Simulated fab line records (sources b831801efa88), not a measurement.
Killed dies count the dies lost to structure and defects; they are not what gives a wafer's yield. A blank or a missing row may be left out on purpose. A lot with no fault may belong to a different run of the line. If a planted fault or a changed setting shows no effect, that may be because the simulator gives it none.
Split-lot experiment -- flow sfq line -- 23 wafers read from 5 lots, route of 325 steps

SPLIT DETAILS
At SFQ_TRILAYER_R5_ETCH_METAL_ETCH_139 (etches the open film in Cl2, stops on SiO2, target depth 60 nm, time 40 s), the setting bias w was moved away from the recipe's 80 W on 9 of the 23 wafers read, by -9.4% to -4.5%. All remaining wafers had this setting at the recipe value.

The split's own step is where the reading is taken.

THE READING
R5.feature depth nm (the simulator's own value, which no gauge read), in nm, at SFQ_TRILAYER_R5_ETCH_METAL_ETCH_139 (etches the open film in Cl2, stops on SiO2, target depth 60 nm, time 40 s). The file gives no usual value for it. The 14 wafers here that ran the recipe average 59.91 nm, standard deviation 0.2 nm.

wafer,"tool, chamber at the split","bias w as run, W",against the recipe,"R5.feature depth nm, nm",against lot-mates on the recipe
L074.1,"rie metal-02, 1",76.39,-4.5%,59.04,-0.88
L074.3,"rie metal-02, 1",80,recipe,59.83,-
L074.4,"rie metal-02, 0",80,recipe,60,-
L074.5,"rie metal-02, 1",76.39,-4.5%,59.24,-0.67
L074.6,"rie metal-02, 0",76.39,-4.5%,59.65,-0.27
L076.1,"rie metal-04, 1,1,0,1",80,recipe,60,-
L076.3,"rie metal-04, 1,1,0,1",80,recipe,60,-
L076.5,"rie metal-04, 1,1,0,1",80,recipe,60,-
L076.6,"rie metal-04, 1,1,0,1",80,recipe,60,-
L076.4,"rie metal-04, 0",80,recipe,59.77,-
L077.2,"rie metal-04, 1,0",80,recipe,60,-
L077.4,"rie metal-04, 1,0",80,recipe,60,-
L077.3,"rie metal-04, 1",75.3,-5.9%,60,+0.00
L077.5,"rie metal-04, 1",75.3,-5.9%,59.69,-0.31
L077.6,"rie metal-04, 0",75.3,-5.9%,59.19,-0.81
L083.1,"rie metal-02, 1",80,recipe,59.26,-
L083.2,"rie metal-02, 0",72.45,-9.4%,57.7,-1.93
L083.3,"rie metal-02, 0",80,recipe,60,-
L083.4,"rie metal-02, 1",72.45,-9.4%,57.41,-2.22
L083.5,"rie metal-02, 0",72.45,-9.4%,57.9,-1.73
L085.2,"rie metal-01, 1",80,recipe,60,-
L085.5,"rie metal-01, 1",80,recipe,60,-
L085.4,"rie metal-01, 0",80,recipe,59.84,-
If several chambers appear in one row, that row covers several wafers at once and the file leaves open which wafer was in which chamber.

THE FIT
A straight line over all 23 wafers: R5.feature depth nm changes by +0.188 nm for each +1% of bias w; r = +0.85; the points scatter about the line by 0.43 nm.
The same after taking each lot's own level away (the mean of its wafers on the recipe; 23 wafers): +0.171 nm for each +1%; r = +0.87; scatter 0.35 nm.
That fit puts the effect of the largest move of bias w on the reading at 1.6 nm.
From 59.630 to 60.000 nm: that is the span of the lots' own levels, equal to 1.9 times the standard deviation above.
Consequently the slope shifts little with the lot-to-lot level, the two slopes agreeing.
Check: with one of the wafers moved furthest among these (-9.4%) left out of the fit, the line predicts -1.45 nm for it against its lot-mates. Against them it came out at -1.93 nm.

FURTHER SPLITS ON THESE WAFERS
Other splits were also applied to these wafers ahead of the reading. Each is held against what the fit with the lots' levels taken away leaves over:
other split on the same wafers,wafers away from the commonest value,r with R5.feature depth nm (lot level and that fit taken away)
SFQ_TRILAYER_I4_VIA_LITHO_COAT_103 resist thk nm,8,+0.20
SFQ_TRILAYER_JJ_TRILAYER_DEP_SPUTTER_109 power w,4,-0.39
SFQ_TRILAYER_JJ_CE_LITHO_PEB_117 peb time s,5,+0.18
SFQ_TRILAYER_JJ_CE_BARC_OPEN_RIE_150 bias w,7,+0.06
SFQ_TRILAYER_M5_LITHO_COAT_123 spin rpm,9,+0.05
SFQ_TRILAYER_M5_ETCH_METAL_ETCH_126 icp w,7,-0.04
SFQ_TRILAYER_R5_LITHO_COAT_141 resist thk nm,10,+0.20

THE FILE'S OWN FIT
R5.feature depth nm changes by +0.163 nm for each +1% of bias w, r = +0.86.
